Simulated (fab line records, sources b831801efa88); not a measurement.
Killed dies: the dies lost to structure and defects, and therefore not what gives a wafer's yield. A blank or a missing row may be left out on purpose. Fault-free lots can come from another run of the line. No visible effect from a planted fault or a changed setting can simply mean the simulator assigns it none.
Problem report in the 8D (eight disciplines) form, filled by code    flow sky130    the parts of the form that need people (team, actions taken, sign-off) are left out

1. WHAT IS WRONG
At SKY_SD_P_CD_MEAS_07, cd_nm averages 460.8 nm over 6 wafers from 2 lots, while fault-free wafers read 379.7 nm, standard deviation 2.2. Relative to the usual mean, that is a shift of +37 standard deviations.
The step: target cd 380 nm.
The first sign was on wafer L444.2 at day 31 07:23, on cd_sem-02. At this step, 42 wafers from 14 lots have a number in the record. By rule, "out" or "out of limits" means more than 4 standard deviations away from the usual mean. All remaining wafers that have a number are taken as sound.

2. WHAT IT IS, WHAT IT ISN'T
question                     is                      is not
which readings at this step  cd_nm                   -
which lots                   L444, L445              L429, L430, L431, L434, L435, L436, L437, L440, L443, L446, L449, L452
which wafers of those lots   all that have a number  -
read on which gauges         cd_sem-02               cd_sem-01
when                         from day 31 07:23       up to then (27 sound wafers); but 9 sound wafers of L446, L449, L452 came after

3. THE SUSPECTS, EACH WITH WHAT RULES IT OUT
Counting: any tool at a process step up to the reading is kept as a suspect provided that every lot that is out went through it and no sound lot did after the first of them.
- the gauge at SKY_SD_P_CD_MEAS_07 is ruled out. All the wafers that are out were read on cd_sem-02, but those of them that SKY_SD_P_STRIP_10 has rows for are out there too, on other tools.
- plasma_asher-01 at SKY_POLY_CUT_STRIP_12 (strips in O2/N2): ruled out as a lasting fault. Sound lots L446, L452 ran on it after its first lot that is out, L444 (day 30 03:35).
- litho_track-04 at SKY_SD_P_COAT_02 (resist thk 1140 nm): kept. It processed each lot that is out, first L444 at day 30 17:11, and no sound lot thereafter; up to then, the last sound lot it processed was L440 at day 28 20:46.
Left after counting: litho_track-04 at SKY_SD_P_COAT_02.

4. THE CAUSE (what the simulator had put in)
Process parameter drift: litho_track-04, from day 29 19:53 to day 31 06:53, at SKY_SD_P_COAT_02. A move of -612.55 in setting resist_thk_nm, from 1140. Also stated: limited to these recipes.
After counting, this tool was the only one left.

5. SEQUENCE OF EFFECTS, ordered by route
Rows list readings where the struck wafers' mean (over those with a number) sits beyond 3 standard deviations from the usual. Readings are gone through only where the record gives a usual standard deviation; hours: the median, over the lots, of the time from a lot's start at the first step in this table giving one to that lot's start at this step; sigmas: the change measured in usual standard deviations.
hours  step                 reading                   usual       on struck wafers  change  sigmas
0      SKY_SD_P_CD_MEAS_07  cd_nm                     379.7 nm    460.8             +81.1   +37
0      SKY_SD_P_STRIP_10    oes_product_au            0.619 a.u.  0.517             -0.102  -23
0      SKY_SD_P_STRIP_10    strip_time_to_endpoint_s  17.50 s     10.46             -7.04   -99 or more
Here are the process steps it includes:
- SKY_SD_P_STRIP_10: strips in O2/N2.

6. WHAT WOULD HAVE CAUGHT IT SOONER
In this record the first reading out of limits at a measuring or inspecting step was taken at day 31 07:23, 36 hours after the fault began at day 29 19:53.
An alarm limit of 4 standard deviations would not have fired on the tool readings at SKY_SD_P_COAT_02 for which the record gives a usual standard deviation, since none of them was out on any struck wafer.
The start of SKY_SD_P_COAT_02 on litho_track-04 came by day 31 07:23 for every one of the lots that are out (2). Tool hold at that time: it would have spared none of them.
